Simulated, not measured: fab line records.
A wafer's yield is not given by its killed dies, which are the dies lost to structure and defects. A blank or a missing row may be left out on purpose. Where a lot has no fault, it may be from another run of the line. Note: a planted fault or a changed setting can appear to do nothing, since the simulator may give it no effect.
A struck lot beside a sound one / flow sky130 / 17 steps out of a route of 708
Sound: these wafers, L685.1, L685.2, L685.6. The struck wafers were L692.1, L692.2, L692.6. The cause is given at the end.
Each step with rows lists, per side, the tool, then ch with its chambers, then its first start. Under that, the readings that differ: sound wafers / struck wafers / difference of the means / sigmas: that difference in standard deviations of wafers without a fault.
alike: readings with means less than 2 such deviations apart, plus words and numbers identical on both sides. not compared: withheld readings, readings lacking a value on some wafer, bounds such as >300 that could conceal the same value, and numbers that have no deviation in the record and whose values overlap.
A row with sigmas, a row that says differs or no value, or rows on one side alone: a step with any of these is where the two part. Numbers that don't overlap but have no deviation are shown without sigmas and don't part them. A reading that every wafer of one side lacks parts them only if that side has two wafers or more.

SKY_VT_ADJUST_HVTR_OVL_MEAS_08:
  struck on overlay-01, day 11 19:41; sound on overlay-02, day 9 15:35
  alike: VT_ADJUST_HVTR_OVL
after that, 1 step had no rows for these wafers: SKY_VT_ADJUST_HVTR_IMPLANT_09.
SKY_VT_ADJUST_HVTR_STRIP_10: strips in O2/N2.
  sound on plasmaAsher-03 ch 0,1, day 9 15:46; struck on plasmaAsher-03 ch 0,1, day 11 19:52
  alike: drypumpMotorCurrentA, n2FlowSccm, oesProductAu, stripTimeToEndpointS
  not compared: rfHoursCounterH
SKY_VT_ADJUST_HVTR_TW_MEAS_11:
  struck on filmMetro-01, day 11 19:58; sound on filmMetro-02, day 9 15:52
  alike: VT_ADJUST_HVTR_TW
then, 7 steps without rows for these wafers: SKY_VT_ADJUST_PCH_DEHYDRATE_00 (time 60 s); SKY_VT_ADJUST_PCH_HMDS_01 (prime time 60 s); SKY_VT_ADJUST_PCH_COAT_02 (resist thk 3000 nm); SKY_VT_ADJUST_PCH_SOFTBAKE_03; SKY_VT_ADJUST_PCH_EXPOSE_04 (exposes mask NWM, target cd 840 nm); SKY_VT_ADJUST_PCH_PEB_05; SKY_VT_ADJUST_PCH_DEVELOP_06 (develop time 60 s).
SKY_VT_ADJUST_PCH_OVL_MEAS_07:
  struck on overlay-01, day 12 20:58; sound on overlay-01, day 10 13:37
  alike: VT_ADJUST_PCH_OVL
SKY_VT_ADJUST_PCH_IMPLANT_08:
  sound on implanter-01 ch 0, day 10 13:40; struck on implanter-01 ch 0, day 12 21:00
reading=beamOnS (s); sound=10.09 10.27 10.02; struck=12.28 12.06 12.01; difference=+1.99; sigmas=+10
reading=endStationPressureTorr (Torr); sound=5.14e-06 4.94e-06 4.62e-06; struck=0.00010009 0.00010341 9.701e-05; difference=+0.00009527; sigmas=+99 or more
reading=faradayCurrentUA; sound=2.80 2.75 2.82; struck=2.32 2.36 2.37; difference=-0.44; sigmas=-8
SKY_VT_ADJUST_PCH_STRIP_09: strips in O2/N2.
  sound on plasmaAsher-01 ch 0,1, day 10 13:49; struck on plasmaAsher-04 ch 0,1, day 12 21:09
  alike: drypumpMotorCurrentA, n2FlowSccm, oesProductAu, stripTimeToEndpointS
  not compared: rfHoursCounterH
SKY_VT_ADJUST_PCH_TW_MEAS_10:
  struck on filmMetro-01, day 12 21:15; sound on filmMetro-01, day 10 13:55
reading=VT_ADJUST_PCH_TW; sound=143.1 142.8 142.6; struck=148.8 149.5 149.2; difference=+6.3; sigmas=+4
then, 1 step without rows for these wafers: SKY_SONOS_TUNNEL_DEHYDRATE_00 (time 60 s).
-- the record jumps here: 35 days lie between the struck wafers' starts before and after (it left off in module SONOS_TUNNEL and takes up again in module PAD_OPEN, whose first step shown is number 708 of the route) --
SKY_PAD_OPEN_PROBE_99:
  struck on prober-02, day 47 18:57; sound on prober-02, day 45 18:46
reading=model.etest.pfetG5v0d10v5.offLog10AUm; sound=-12.33 -12.28 -12.31; struck=-11.97 -11.66 -11.83; difference=+0.49; sigmas=
reading=model.etest.pfet_01v8_lvt.offLog10AUm; sound=-8.7 -8.546 -8.659; struck=-8.119 -8.024 -8.061; difference=+0.567; sigmas=
reading=model.etest.pfetG5v0d10v5.vtSatV (V); sound=-0.6275 -0.6076 -0.6066; struck=-0.5785 -0.5545 -0.5693; difference=+0.0465; sigmas=
reading=model.etest.pfet_16v.vtV (V); sound=-1.093 -1.081 -1.084; struck=-1.04 -1.044 -1.046; difference=+0.04; sigmas=
reading=model.etest.pfetG5v0d10v5.vtV (V); sound=-0.8343 -0.8158 -0.8165; struck=-0.7889 -0.7737 -0.7795; difference=+0.0415; sigmas=
reading=model.etest.pfetG5v0d10v5.vtLongV (V); sound=-0.9237 -0.9152 -0.9195; struck=-0.8739 -0.8837 -0.879; difference=+0.0406; sigmas=
reading=model.etest.pfet_01v8_lvt.vtSatV (V); sound=-0.422 -0.4185 -0.4175; struck=-0.3675 -0.3675 -0.3715; difference=+0.0505; sigmas=
reading=model.etest.pfet_01v8_lvt.vtV (V); sound=-0.5215 -0.5176 -0.52; struck=-0.4652 -0.4692 -0.4668; difference=+0.0526; sigmas=
  alike: killed_at_M0_to_M3, killed_at_M4_up, killedAtContacts, killedAtFrontEnd, killedAtOther, killedDies, killedOpen, killedShort

## WHERE THEY PART
First at SKY_VT_ADJUST_PCH_IMPLANT_08; last, within this record, at SKY_VT_ADJUST_PCH_TW_MEAS_10. Later steps at which nothing parts them and some readings are alike: SKY_PAD_OPEN_PROBE_99.

WHY: what had been put in by the simulator
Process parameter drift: implanter-01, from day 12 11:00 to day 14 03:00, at SKY_VT_ADJUST_PCH_IMPLANT_08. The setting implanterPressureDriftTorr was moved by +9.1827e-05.
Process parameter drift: implanter-01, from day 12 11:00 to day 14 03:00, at SKY_VT_ADJUST_PCH_IMPLANT_08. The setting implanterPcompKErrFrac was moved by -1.
